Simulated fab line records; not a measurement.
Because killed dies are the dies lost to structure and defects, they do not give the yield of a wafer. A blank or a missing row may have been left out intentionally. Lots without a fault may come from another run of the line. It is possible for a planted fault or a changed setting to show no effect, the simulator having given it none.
A lot that was struck, set against a sound lot + flow sky130 + 15 steps out of a route of 708
Sound: wafers L597.4, L597.5, L597.6. The struck wafers were L600.1, L600.2, L600.4. At the end, the cause is stated.
Each step with rows lists, per side, the tool, then ch with its chambers, then its first start. Under that, the readings that differ: sound wafers + struck wafers + difference of the means + sigmas: that difference in standard deviations of wafers without a fault.
alike: words and numbers the same on both sides, and readings whose means are apart by under 2 such deviations; not compared: readings that were withheld, readings missing a value for some wafer, numbers with overlapping values and no deviation given by the record, and bounds like >300 which may hide the same value.
Wherever a step has rows on one side only, a row that says differs or no value, or a row with sigmas, the two part there. Non-overlapping numbers with no deviation appear without sigmas and do not part them. A reading that every wafer of one side lacks parts them only if that side has two wafers or more.

SKY_VIA2_ETCH_15: etches SiO2 in C4F8/O2/Ar, stops on TiN, target depth 546 nm, time 84 s.
  sound on rie_diel-04 ch 1,2,3, day 38 02:53; struck on rie_diel-01 ch 0,1,2, day 38 23:52
| reading                | sound | struck | difference                   | sigmas |
|------------------------|-------|--------|------------------------------|--------|
| rf_hours_counter_h (h) | - - - | 1 9 6  | no value on the sound wafers |        |
  alike: chamber_pressure_mTorr, oes_product_au
SKY_VIA2_STRIP_16: strips in O2/N2.
  sound on plasma_asher-03 ch 0,1, day 38 02:56; struck on plasma_asher-01 ch 0,1, day 38 23:56
  alike: chamber_pressure_mTorr, drypump_motor_current_A, n2_flow_sccm, oes_product_au, strip_time_to_endpoint_s
  not compared: rf_hours_counter_h
then, 3 steps without rows for these wafers: SKY_VIA2_STRIP_17 (strips in post etch residue remover, time 1200 s); SKY_VIA2_CLEAN_18 (cleans in IPA, time 180 s); SKY_VIA2_CLEAN_19 (cleans in O3/DIW).
SKY_VIA2_SPUTTER_20: material TiN, target thk 20 nm, time 80 s.
  struck on pvd_sputter-02, day 39 00:34; sound on pvd_sputter-02, day 38 03:36
  alike: cathode_dc_power_W, chamber_pressure_pa, throttle_valve_pct
then, 1 step without rows for these wafers: SKY_VIA2_CVD_21 (deposits W, target thk 420 nm, time 126.4 s).
SKY_VIA2_RS_MEAS_22: the measuring method here is four-point-probe.
  struck on film_metro-02, day 39 00:46; sound on film_metro-02, day 38 03:51
  alike: VIA2_W_RS
SKY_VIA2_THK_MEAS_23: measures by xrf.
  struck on film_metro-02, day 39 00:53; sound on film_metro-02, day 38 03:56
  alike: VIA2_W_THK
then, 1 step without rows for these wafers: SKY_VIA2_CMP_24 (polishes, stops on SiO2, t overpolish 20 s, target thk 0 nm).
SKY_METAL3_SPUTTER_00: material Ti, target thk 15 nm, time 10 s.
  struck on pvd_sputter-01, day 39 01:14; sound on pvd_sputter-03, day 38 04:16
| reading                  | sound                | struck               | difference | sigmas |
|--------------------------|----------------------|----------------------|------------|--------|
| chamber_pressure_pa (Pa) | 0.4015 0.4012 0.4008 | 0.3995 0.3995 0.3985 | -0.0020    | -3     |
  alike: cathode_dc_power_W, throttle_valve_pct
SKY_METAL3_SPUTTER_01: material TiN, target thk 20 nm, time 16.7 s.
  struck on pvd_sputter-01, day 39 01:16; sound on pvd_sputter-03, day 38 04:17
  alike: cathode_dc_power_W, chamber_pressure_pa, throttle_valve_pct
SKY_METAL3_SPUTTER_02: material AlCu, target thk 735 nm, time 39.1 s.
  struck on pvd_sputter-01, day 39 01:17; sound on pvd_sputter-03, day 38 04:19
  no value came back on the struck wafers for cathode_dc_power_W (W), chamber_pressure_pa (Pa), throttle_valve_pct (%); on the sound wafers cathode_dc_power_W (W) reads 10600 10599 10599
then, 1 step without rows for these wafers: SKY_METAL3_SPUTTER_03 (material Ti, target thk 5 nm, time 3.3 s).
-- the record jumps here: 9 days lie between the struck wafers' starts before and after (it left off in module METAL3 and takes up again in module PAD_OPEN, whose first step shown is number 708 of the route) --
SKY_PAD_OPEN_PROBE_99:
  struck on prober-02, day 48 02:09; sound on prober-01, day 47 05:20
| reading                  | sound          | struck                                                                     | difference                   | sigmas |
|--------------------------|----------------|----------------------------------------------------------------------------|------------------------------|--------|
| hold                     | - - -          | await_dispo/2.7h/release await_dispo/2.7h/release await_dispo/2.7h/release | no value on the sound wafers |        |
| defect_limited_yield (%) | 83.1 82.9 83.9 | 0 0 0                                                                      | -83                          | -42    |
| killed_at_M0_to_M3       | 37 33 42       | 448 448 438                                                                | +407                         | +56    |
| killed_dies              | 83 84 79       | 492 492 492                                                                | +410                         | +41    |
| killed_on_rim            | 24 14 10       | 96 96 96                                                                   | +80                          | +21    |
| sort_bin_5_function (%)  | 8.5 10.8 9.8   | 90.4 94.1 90.4                                                             | +81.9                        | +51    |
| sort_n_pass              | 409 408 413    | 0 0 0                                                                      | -410                         | -41    |
| sort_yield_pct (%)       | 83.1 82.9 83.9 | 0 0 0                                                                      | -83                          | -42    |
  alike: killed_at_M4_up, killed_at_contacts, killed_at_front_end, killed_at_other, killed_open, killed_short, sort_bin_3_pad_short, sort_bin_6_memory

## WHERE THEY PART
Last at SKY_PAD_OPEN_PROBE_99 as far as this record goes, first at SKY_VIA2_ETCH_15.

WHY: the cause the simulator had injected
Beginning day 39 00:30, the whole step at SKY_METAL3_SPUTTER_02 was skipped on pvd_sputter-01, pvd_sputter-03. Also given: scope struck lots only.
